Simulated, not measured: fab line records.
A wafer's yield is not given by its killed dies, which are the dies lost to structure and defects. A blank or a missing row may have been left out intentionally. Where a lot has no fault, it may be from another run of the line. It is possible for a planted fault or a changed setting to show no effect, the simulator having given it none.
fab line records	flow sky130
record: lots: 11	wafers: 33	lastDay: 50
route steps=708 shown VIA3@585 VIA4@641 METAL5@663
lots that met no fault: taken from a fault-free run of the same line
startH: hours from the record's opening day to when the first of the lot's shown wafers began	waitH: how many hours have passed since the lot's step before this one	" same as the row above	L1.1+2: several wafers, shown together as one row	- no value, or no start was given	* or withheld: withheld	< > ~ a bound
route shown NAME@n: a module of which the file shows steps, and the number in the route of the first	usual: mean/standard deviation taken from wafers without a fault	same: alike in all rows	chamber/n: place in a boat	sites: readings site by site	_std_site: the values' standard deviation	_edge_site: mean of outer sites minus mean of inner sites	radiusMm: for every site, how far away it sits from the centre of the wafer	mask NAME#n: copy n	behind: the last tool/chamber to shape the wafer	hold: cause of the lot's hold/its duration in hours/its outcome	device: which transistor (n, p or np) failed to switch	end of line: the tests these same wafers got at the end of their route	a step without rows: its recipe alone	killed: at the first sort, the dies lost to defects and structure; wafer yield is something else	map: dies across one wafer; x = killed, . = not, _ = none there
set.NAME: the setting the step ran with; set.NAME@STEP: the setting that earlier step ran with	model.NAME: the simulator's own value behind a step, which no gauge read
a sample of lots followed through the steps of the route, with each step as a table and each wafer as a row
services: the hour from which a tool's chamber was out of use, counted from the record's first day as startH (under 0 if before that day), plus the number of hours and why
== steps ==
step: SKY_VIA3_CD_MEAS_12
recipe: targetCdNm: 200
usual: cdNm: 199.9/1.2
lot.wafer	tool	chamber	startH	waitH	cdNm
L439.1	cdSem-02	-	934.84	-	198.6
L439.5	"	-	"	"	199.1
L439.6	"	-	"	"	199.4
L442.1	cdSem-01	-	946.85	-	198.8
L442.2	"	-	"	"	198.8
L442.5	"	-	"	"	200.1
L444.2	cdSem-02	-	962.61	-	200.0
L444.3	"	-	"	"	200.0
L444.6	"	-	"	"	199.9
L445.1	cdSem-01	-	967.84	-	199.1
L445.5	"	-	"	"	198.8
L445.6	"	-	"	"	199.6
L447.1	cdSem-01	-	988.79	-	198.7
L447.5	"	-	"	"	199.1
L447.6	"	-	"	"	199.5
L450.1	cdSem-02	-	1028.94	-	198.0
L450.3	"	-	"	"	198.6
L450.6	"	-	"	"	199.6
L452.3	cdSem-01	-	1043.89	-	201.7
L452.5	"	-	"	"	200.0
L452.6	"	-	"	"	201.3
L454.1	cdSem-02	-	1046.30	-	199.2
L454.3	"	-	"	"	198.5
L454.5	"	-	"	"	198.4
L459.4	cdSem-02	-	1064.94	-	200.4
L459.5	"	-	"	"	200.0
L459.6	"	-	"	"	199.1
L460.2	cdSem-02	-	1067.50	-	199.6
L460.4	"	-	"	"	201.5
L460.6	"	-	"	"	201.3
L462.3	cdSem-01	-	1089.74	-	199.7
L462.5	"	-	"	"	199.7
L462.6	"	-	"	"	198.4
step: SKY_VIA3_OVL_MEAS_13
usual: VIA3_OVL: -1/5
lot.wafer	tool	chamber	startH	waitH	VIA3_OVL[nm]
L439.1	overlay-01	-	934.96	0.1	-2
L439.5	"	-	"	"	-9
L439.6	"	-	"	"	-8
L442.1	overlay-02	-	946.97	0.1	0
L442.2	"	-	"	"	10
L442.5	"	-	"	"	2
L444.2	overlay-02	-	962.72	0.1	0
L444.3	"	-	"	"	-1
L444.6	"	-	"	"	3
L445.1	overlay-02	-	967.96	0.1	3
L445.5	"	-	"	"	2
L445.6	"	-	"	"	7
L447.1	overlay-02	-	988.91	0.1	-7
L447.5	"	-	"	"	-3
L447.6	"	-	"	"	-3
L450.1	overlay-01	-	1029.06	0.1	-5
L450.3	"	-	"	"	-2
L450.6	"	-	"	"	4
L452.3	overlay-02	-	1043.98	0.1	2
L452.5	"	-	"	"	0
L452.6	"	-	"	"	-8
L454.1	overlay-01	-	1046.42	0.1	-2
L454.3	"	-	"	"	-1
L454.5	"	-	"	"	-5
L459.4	overlay-01	-	1065.02	0.1	-5
L459.5	"	-	"	"	-4
L459.6	"	-	"	"	-3
L460.2	overlay-02	-	1067.61	0.1	-4
L460.4	"	-	"	"	-5
L460.6	"	-	"	"	-3
L462.3	overlay-01	-	1089.83	0.1	-4
L462.5	"	-	"	"	-7
L462.6	"	-	"	"	2
step: SKY_VIA4_CMP_02
recipe: material: SiO2	downForcePsi: 4	platenRpm: 60	padVelocityMS: 0.94248
usual: motorCurrentA: 12.7/0.8
lot.wafer	tool	chamber	startH	waitH	motorCurrentA
L439.1	cmp-02	3	987.40	0.1	12.2
L439.6	"	1	"	"	13.2
L439.5	"	2	"	"	13.2
L442.2	cmp-01	0	998.67	0.1	13.0
L442.1	"	1	"	"	12.2
L442.5	"	3	"	"	14.5
L444.2	cmp-01	0	1013.47	0.1	12.4
L444.3	"	2	"	"	12.1
L444.6	"	3	"	"	14.3
L445.1	cmp-02	0	1019.06	0.1	11.9
L445.5	"	0	"	"	12.0
L445.6	"	1	"	"	14.3
L447.1	cmp-01	0	1039.42	0.4	12.5
L447.5	"	3	"	"	14.5
L447.6	"	0	"	"	12.4
L450.3	cmp-02	0	1076.99	0.0	12.0
L450.1	"	3	"	"	11.8
L450.6	"	0	"	"	12.9
L452.3	cmp-02	2	1090.99	0.2	12.8
L452.6	"	3	"	"	12.7
L452.5	"	0	"	"	12.3
L454.1	cmp-02	3	1093.60	0.1	12.0
L454.3	"	0	"	"	11.8
L454.5	"	3	"	"	12.3
L459.4	cmp-02	2	1110.00	0.0	12.3
L459.6	"	2	"	"	13.0
L459.5	"	3	"	"	11.7
L460.2	cmp-02	3	1112.07	0.0	12.6
L460.4	"	1	"	"	13.3
L460.6	"	3	"	"	13.1
L462.3	cmp-02	0	1132.88	0.1	12.0
L462.6	"	2	"	"	12.4
L462.5	"	3	"	"	12.2
step: SKY_METAL5_SPUTTER_02
recipe: material: AlCu	targetThkNm: 1150	powerW: 10600	timeS: 61.2	chamberPressurePa: 0.4
usual: cathodeDcPowerW: 10600/1.8	chamberPressurePa: 0.4000/0.0008	throttleValvePct: 29.3/1.1
lot.wafer	tool	chamber	startH	waitH	cathodeDcPowerW	chamberPressurePa	throttleValvePct
L439.1	pvdSputter-02	-	1011.66	0.0	10600	0.4001	29.3
L439.5	"	-	"	"	10599	0.4002	29.2
L439.6	"	-	"	"	10600	0.3997	32.2
L442.1	pvdSputter-01	-	1023.87	0.0	10601	0.3984	29.4
L442.2	"	-	"	"	10601	0.4008	28.6
L442.5	"	-	"	"	10596	0.4002	28.5
L444.2	pvdSputter-04	-	1038.52	0.0	10597	0.4002	27.8
L444.3	"	-	"	"	10595	0.3996	29.5
L444.6	"	-	"	"	10598	0.4018	27.7
L445.1	pvdSputter-02	-	1043.27	0.0	10600	0.4006	29.4
L445.5	"	-	"	"	10597	0.4007	32.0
L445.6	"	-	"	"	10597	0.4015	29.4
L447.1	pvdSputter-01	-	1063.22	0.0	10599	0.4005	28.5
L447.5	"	-	"	"	10601	0.3987	29.5
L447.6	"	-	"	"	10602	0.4017	29.6
L450.1	pvdSputter-02	-	1098.72	0.0	11021	0.4000	29.2
L450.3	"	-	"	"	11026	0.4008	29.2
L450.6	"	-	"	"	11024	0.4005	29.3
L452.3	pvdSputter-01	-	1112.24	0.0	10600	0.4010	28.1
L452.5	"	-	"	"	10598	0.4007	29.4
L452.6	"	-	"	"	10599	0.4005	28.0
L454.1	pvdSputter-02	-	1115.98	0.0	11019	0.3996	32.0
L454.3	"	-	"	"	11022	0.4003	29.0
L454.5	"	-	"	"	11024	0.3995	28.4
L459.4	pvdSputter-04	-	1130.84	0.0	10603	0.3998	28.9
L459.5	"	-	"	"	10603	0.4000	28.9
L459.6	"	-	"	"	10600	0.4002	29.6
L460.2	pvdSputter-01	-	1133.68	0.0	10597	0.4007	28.8
L460.4	"	-	"	"	10604	0.4011	29.6
L460.6	"	-	"	"	10600	0.4002	27.8
L462.3	pvdSputter-04	-	1153.43	0.0	10603	0.3998	29.8
L462.5	"	-	"	"	10601	0.4001	27.8
L462.6	"	-	"	"	10599	0.4002	31.1
step: SKY_METAL5_RS_MEAS_05
recipe: thkMeasGauge: four-point-probe	reads: TiN_of_METAL5_SPUTTER_04+Ti_of_METAL5_SPUTTER_03+AlCu_of_METAL5_SPUTTER_02+TiN_of_METAL5_SPUTTER_01+Ti_of_METAL5_SPUTTER_00
usual: METAL5_ALCU_RS: 0.0271/0.00033
lot.wafer	tool	chamber	startH	waitH	hold	METAL5_ALCU_RS[ohm/sq]
L439.1	filmMetro-01	-	1011.78	0.0	-	0.0276
L439.5	"	-	"	"	-	0.0271
L439.6	"	-	"	"	-	0.0267
L442.1	filmMetro-04	-	1023.98	0.0	-	0.0266
L442.2	"	-	"	"	-	0.0267
L442.5	"	-	"	"	-	0.0266
L444.2	filmMetro-04	-	1038.66	0.0	-	0.0277
L444.3	"	-	"	"	-	0.0272
L444.6	"	-	"	"	-	0.0277
L445.1	filmMetro-04	-	1043.39	0.0	-	0.0269
L445.5	"	-	"	"	-	0.0269
L445.6	"	-	"	"	-	0.0269
L447.1	filmMetro-01	-	1063.34	0.0	-	0.0272
L447.5	"	-	"	"	-	0.0271
L447.6	"	-	"	"	-	0.0269
L450.1	filmMetro-03	-	1098.84	0.0	-	0.0265
L450.3	"	-	"	"	-	0.0260
L450.6	"	-	"	"	-	0.0267
L452.3	filmMetro-01	-	1112.40	0.1	-	0.0271
L452.5	"	-	"	"	-	0.0267
L452.6	"	-	"	"	-	0.0271
L454.1	filmMetro-01	-	1116.09	0.0	awaitDispo/0.2h/release	0.0260
L454.3	"	-	"	"	awaitDispo/0.2h/release	0.0259
L454.5	"	-	"	"	awaitDispo/0.2h/release	0.0262
L454.1	filmMetro-01	-	1116.56	0.4	-	0.0260
L454.3	"	-	"	"	-	0.0259
L454.5	"	-	"	"	-	0.0263
L459.4	filmMetro-03	-	1131.02	0.1	-	0.0271
L459.5	"	-	"	"	-	0.0270
L459.6	"	-	"	"	-	0.0268
L460.2	filmMetro-01	-	1133.82	0.0	-	0.0270
L460.4	"	-	"	"	-	0.0266
L460.6	"	-	"	"	-	0.0272
L462.3	filmMetro-01	-	1153.59	0.1	-	0.0272
L462.5	"	-	"	"	-	0.0276
L462.6	"	-	"	"	-	0.0270
step: SKY_METAL5_THK_MEAS_06
recipe: thkMeasGauge: xrf	reads: AlCu_of_METAL5_SPUTTER_02
usual: METAL5_ALCU_THK: 1139/16
lot.wafer	tool	chamber	startH	waitH	hold	METAL5_ALCU_THK[nm]
L439.1	filmMetro-01	-	1011.90	0.1	-	1118
L439.5	"	-	"	"	-	1138
L439.6	"	-	"	"	-	1156
L442.1	filmMetro-04	-	1024.10	0.1	-	1162
L442.2	"	-	"	"	-	1162
L442.5	"	-	"	"	-	1161
L444.2	filmMetro-04	-	1038.77	0.1	-	1110
L444.3	"	-	"	"	-	1129
L444.6	"	-	"	"	-	1111
L445.1	filmMetro-04	-	1043.51	0.1	-	1144
L445.5	"	-	"	"	-	1147
L445.6	"	-	"	"	-	1151
L447.1	filmMetro-01	-	1063.46	0.1	-	1136
L447.5	"	-	"	"	-	1133
L447.6	"	-	"	"	-	1153
L450.1	filmMetro-03	-	1098.96	0.1	awaitDispo/0.2h/release	1174
L450.3	"	-	"	"	awaitDispo/0.2h/release	1204
L450.6	"	-	"	"	awaitDispo/0.2h/release	1162
L450.1	filmMetro-03	-	1099.19	0.2	-	1170
L450.3	"	-	"	"	-	1208
L450.6	"	-	"	"	-	1167
L452.3	filmMetro-01	-	1112.50	0.1	-	1143
L452.5	"	-	"	"	-	1156
L452.6	"	-	"	"	-	1137
L454.1	filmMetro-01	-	1120.22	3.6	awaitDispo/0.2h/release	1187
L454.3	"	-	"	"	awaitDispo/0.2h/release	1193
L454.5	"	-	"	"	awaitDispo/0.2h/release	1172
L454.1	filmMetro-01	-	1120.44	0.2	-	1187
L454.3	"	-	"	"	-	1198
L454.5	"	-	"	"	-	1171
L459.4	filmMetro-03	-	1131.11	0.1	-	1150
L459.5	"	-	"	"	-	1151
L459.6	"	-	"	"	-	1155
L460.2	filmMetro-01	-	1133.93	0.1	-	1149
L460.4	"	-	"	"	-	1163
L460.6	"	-	"	"	-	1141
L462.3	filmMetro-01	-	1153.69	0.1	-	1140
L462.5	"	-	"	"	-	1127
L462.6	"	-	"	"	-	1149
== services ==
tool	chamber	startH	hours	kind
cmp-02	-	971.07	0.4	repair
pvdSputter-02	-	980.88	2.7	repair
cmp-02	-	1002.41	6.0	pm
cmp-02	-	1025.82	1.8	repair
pvdSputter-02	1	1030.53	-	consumableReplace:kit
pvdSputter-02	1	1030.53	18.0	scheduledDown
pvdSputter-02	1	1030.53	18.0	ventCycle
cmp-02	-	1038.76	1.8	repair
pvdSputter-01	3	1041.17	-	consumableReplace:kit
pvdSputter-01	3	1041.17	18.0	scheduledDown
pvdSputter-01	3	1041.17	18.0	ventCycle
pvdSputter-01	-	1047.97	1.6	repair
cmp-01	-	1056.74	1.5	repair
cmp-02	-	1084.27	4.0	pm
cmp-02	-	1088.27	-	consumableReplace:conditioner
cmp-02	-	1088.27	-	consumableReplace:pad
pvdSputter-01	-	1094.88	6.8	repair
cmp-02	-	1099.61	0.4	repair
pvdSputter-01	2	1112.36	-	consumableReplace:kit
pvdSputter-01	2	1112.36	18.0	scheduledDown
pvdSputter-01	2	1112.36	18.0	ventCycle
cmp-02	-	1112.37	11.1	pm
cmp-02	-	1141.66	0.6	repair
pvdSputter-04	-	1152.56	0.8	repair
== key ==
firstSign: step: SKY_METAL5_SPUTTER_02	reading: cathodeDcPowerW	direction: up	sigmas: 99+	usual: 10600	struck: 11023
effect: step: SKY_METAL5_RS_MEAS_05	reading: visit	direction: added
effect: step: SKY_METAL5_THK_MEAS_06	reading: visit	direction: added
metAt SKY_METAL5_SPUTTER_02
struckLots L450,L454
notActingAt SKY_VIA3_CD_MEAS_12,SKY_VIA3_OVL_MEAS_13,SKY_VIA4_CMP_02
onsetBetween 1043.27 1098.72
fault: kind: processParameterDrift	tool: pvdSputter-02	chamber: -	onsetH: 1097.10	steps: SKY_METAL5_SPUTTER_02	channel: powerW	offset: *	shape: step	endH: 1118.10	actsIn: *	stated: *
